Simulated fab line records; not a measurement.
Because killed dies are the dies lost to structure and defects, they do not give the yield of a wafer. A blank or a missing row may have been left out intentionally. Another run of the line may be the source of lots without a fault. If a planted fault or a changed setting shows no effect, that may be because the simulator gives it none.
Which tool is to blame? -- flow gf180mcu -- 14 lots with 42 wafers sampled at 2 steps, on a route of 602 steps

## WHAT THE GAUGES SHOWED, per wafer
GF_V2_THK_MEAS_03. Usual: V2_CVD_02_THK 849 nm, standard deviation 10.
lot,measured,on,V2_CVD_02_THK (nm),flag
L895,day 19 04:42,film_metro-02,839 844 849,
L896,day 19 15:56,film_metro-03,839 857 855,
L898,day 20 09:12,film_metro-03,841 849 844,
L899,day 20 15:20,film_metro-02,850 839 849,
L900,day 20 17:58,film_metro-03,846 843 855,
L905,day 22 23:05,film_metro-02,850 852 848,
L906,day 23 07:05,film_metro-02,841 861 852,
L908,day 24 01:28,film_metro-04,834 850 845,
L912,day 25 04:13,film_metro-04,848 852 833,
L914,day 25 19:16,film_metro-03,852 840 861,
L915,day 26 07:24,film_metro-03,847 842 849,
L916,day 27 04:07,film_metro-04,858 867 872,
L917,day 27 05:37,film_metro-02,855 853 869,
L918,day 27 18:01,film_metro-03,840 843 846,

## TOOL THAT RAN EACH LOT (tool first, then ch and the chambers of the sampled wafers, then the start)
lot,GF_V2_CVD_02
L895,"pecvd-03 ch 0,2, day 19 04:37"
L896,"pecvd-03 ch 1,2, day 19 15:51"
L898,"pecvd-01 ch 0,1,2, day 20 09:07"
L899,"pecvd-02 ch 0,1,2, day 20 15:16"
L900,"pecvd-03 ch 0,1,2, day 20 17:53"
L905,"pecvd-01 ch 0,1,2, day 22 23:00"
L906,"pecvd-02 ch 0,1, day 23 07:00"
L908,"pecvd-03 ch 0,1,2, day 24 01:22"
L912,"pecvd-03 ch 0,1,2, day 25 04:09"
L914,"pecvd-01 ch 0,1, day 25 19:12"
L915,"pecvd-02 ch 0,1, day 26 07:20"
L916,"pecvd-01 ch 0,1,2, day 27 04:02"
L917,"pecvd-02 ch 0,1, day 27 05:33"
L918,"pecvd-01 ch 1,2, day 27 17:57"
- GF_V2_CVD_02: deposits SiO2 from TEOS, target thk 850 nm, time 94.851 s.

## AS READ BY THE TOOLS THEMSELVES (means over the sampled wafers that have a number; for cases with no such wafer, the mark the record gives instead)
GF_V2_CVD_02. Usual: 611 W for heater_power_w, sd 93.
lot,tool,heater_power_w (W),flag
L895,pecvd-03,681,
L896,pecvd-03,619,
L898,pecvd-01,543,
L899,pecvd-02,574,
L900,pecvd-03,666,
L905,pecvd-01,637,
L906,pecvd-02,606,
L908,pecvd-03,645,
L912,pecvd-03,592,
L914,pecvd-01,584,
L915,pecvd-02,611,
L916,pecvd-01,624,
L917,pecvd-02,571,
L918,pecvd-01,478,

## THE ANSWER, worked out from the rows above alone
Rule: take the mean of a lot's wafers that have a number; if it is more than 3 standard deviations from the usual mean, the lot is off. A lot without any number at a reading at which 4 lots or more have one is off too. The other lots that the step has rows for count as sound. After the gauges, taken in route order, come the tools' own readings; for these a lot's mean is taken, as printed above. The first step at which some lot is off is used, and at that step the reading that is off furthest; a lot without a number counts as furthest.
No lot is off at any reading shown: from this, nothing can be told.

## WHAT THE SIMULATOR HAD PUT IN
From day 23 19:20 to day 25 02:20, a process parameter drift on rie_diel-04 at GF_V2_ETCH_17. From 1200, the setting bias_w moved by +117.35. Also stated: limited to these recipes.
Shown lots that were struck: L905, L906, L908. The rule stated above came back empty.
